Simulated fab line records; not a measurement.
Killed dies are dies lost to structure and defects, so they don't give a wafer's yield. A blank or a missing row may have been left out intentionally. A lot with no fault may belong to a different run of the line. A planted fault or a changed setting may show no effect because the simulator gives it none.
Split-lot trial + flow sky130 + 23 wafers read across 5 lots, on a route 708 steps long

THE SPLIT
At SKY_CAP2M_METAL_ETCH_13 (etches TiN in Cl2/BCl3, stops on SiO2, target depth 220 nm, time 62.9 s), the setting timeS was moved away from the recipe's 62.9 s on 7 of the 23 wafers read, by -11.3% to +10.3%. The other wafers ran this setting at the recipe's value.

The reading is taken at the split's own step.

THE READING
oesProductAu, in a.u., at SKY_CAP2M_METAL_ETCH_13 (etches TiN in Cl2/BCl3, stops on SiO2, target depth 220 nm, time 62.9 s). A value of 0.941 a.u. with a standard deviation of 0.0066 a.u. is what fault-free wafers of this fab line usually give.

| wafer  | tool, chamber at the split | timeS as run, s | against the recipe | oesProductAu, a.u. | against lot-mates on the recipe |
|--------|----------------------------|-----------------|--------------------|--------------------|---------------------------------|
| L077.1 | rieMetal-04, 0             | 62.9            | recipe             | 0.939              | -                               |
| L077.2 | rieMetal-04, 1             | 62.9            | recipe             | 0.932              | -                               |
| L077.3 | rieMetal-04, 1             | 62.9            | recipe             | 0.925              | -                               |
| L077.4 | rieMetal-04, 0             | 60.21           | -4.3%              | 0.961              | +0.029                          |
| L077.5 | rieMetal-04, 0             | 60.21           | -4.3%              | 0.963              | +0.031                          |
| L079.1 | rieMetal-04, 1             | 62.9            | recipe             | 0.934              | -                               |
| L079.2 | rieMetal-04, 0             | 55.81           | -11.3%             | 0.993              | +0.064                          |
| L079.3 | rieMetal-04, 1             | 62.9            | recipe             | 0.926              | -                               |
| L079.4 | rieMetal-04, 0             | 62.9            | recipe             | 0.927              | -                               |
| L079.5 | rieMetal-04, 0             | 55.81           | -11.3%             | 0.998              | +0.069                          |
| L080.2 | rieMetal-04, 1             | 62.9            | recipe             | 0.935              | -                               |
| L080.3 | rieMetal-04, 1             | 62.9            | recipe             | 0.942              | -                               |
| L080.4 | rieMetal-04, 0             | 62.9            | recipe             | 0.942              | -                               |
| L080.5 | rieMetal-04, 0             | 62.9            | recipe             | 0.936              | -                               |
| L080.6 | rieMetal-04, 1             | 62.9            | recipe             | 0.936              | -                               |
| L083.1 | rieMetal-02, 1             | 69.41           | +10.3%             | 0.922              | -0.026                          |
| L083.3 | rieMetal-02, 0             | 69.41           | +10.3%             | 0.916              | -0.032                          |
| L083.4 | rieMetal-02, 1             | 69.41           | +10.3%             | 0.924              | -0.024                          |
| L083.5 | rieMetal-02, 0             | 62.9            | recipe             | 0.948              | -                               |
| L083.6 | rieMetal-02, 1             | 62.9            | recipe             | 0.949              | -                               |
| L085.1 | rieMetal-04, 1             | 62.9            | recipe             | 0.943              | -                               |
| L085.2 | rieMetal-04, 0             | 62.9            | recipe             | 0.945              | -                               |
| L085.4 | rieMetal-04, 0             | 62.9            | recipe             | 0.942              | -                               |

FIT RESULTS
A straight line over all 23 wafers: oesProductAu changes by -0.00333 a.u. for each +1% of timeS; r = -0.86; the points scatter about the line by 0.01 a.u.
The same after taking each lot's own level away (the mean of its wafers on the recipe; 23 wafers): -0.00428 a.u. for each +1%; r = -0.94; scatter 0.0084 a.u.
On that fit, the largest move of timeS shifts the reading by 0.048 a.u.
From 0.9290 to 0.9485 a.u.: that is the span of the lots' own levels, equal to 3.0 times the standard deviation above.
In other words, the slope is changed by the lot-to-lot level; the two fits disagree.
Check: with one of the wafers moved furthest among these (-11.3%) left out of the fit, the line predicts +0.0493 a.u. for it against its lot-mates. It came out at +0.064 a.u. against them.
Tool readings at the split's step, against how far the setting was moved: oesProductAu r = -0.86.

OTHER SPLITS ON THESE WAFERS
Before the reading, these wafers also passed through other splits. Each is held against what the fit with the lots' levels taken away leaves over:
| other split on the same wafers  | wafers away from the commonest value | r with oesProductAu (lot level and that fit taken away) |
|---------------------------------|--------------------------------------|---------------------------------------------------------|
| SKY_CAPM_DEVELOP_11 devTempC    | 8                                    | +0.20                                                   |
| SKY_VIA3_HDPCVD_00 timeS        | 6                                    | -0.35                                                   |
| SKY_VIA3_STRIP_16 pressureMtorr | 18                                   | +0.11                                                   |
| SKY_CAP2M_COAT_07 resistThkNm   | 10                                   | +0.18                                                   |

THE FILE'S OWN FIT
oesProductAu changes by -0.0046 a.u. for each +1% of timeS, r = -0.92.
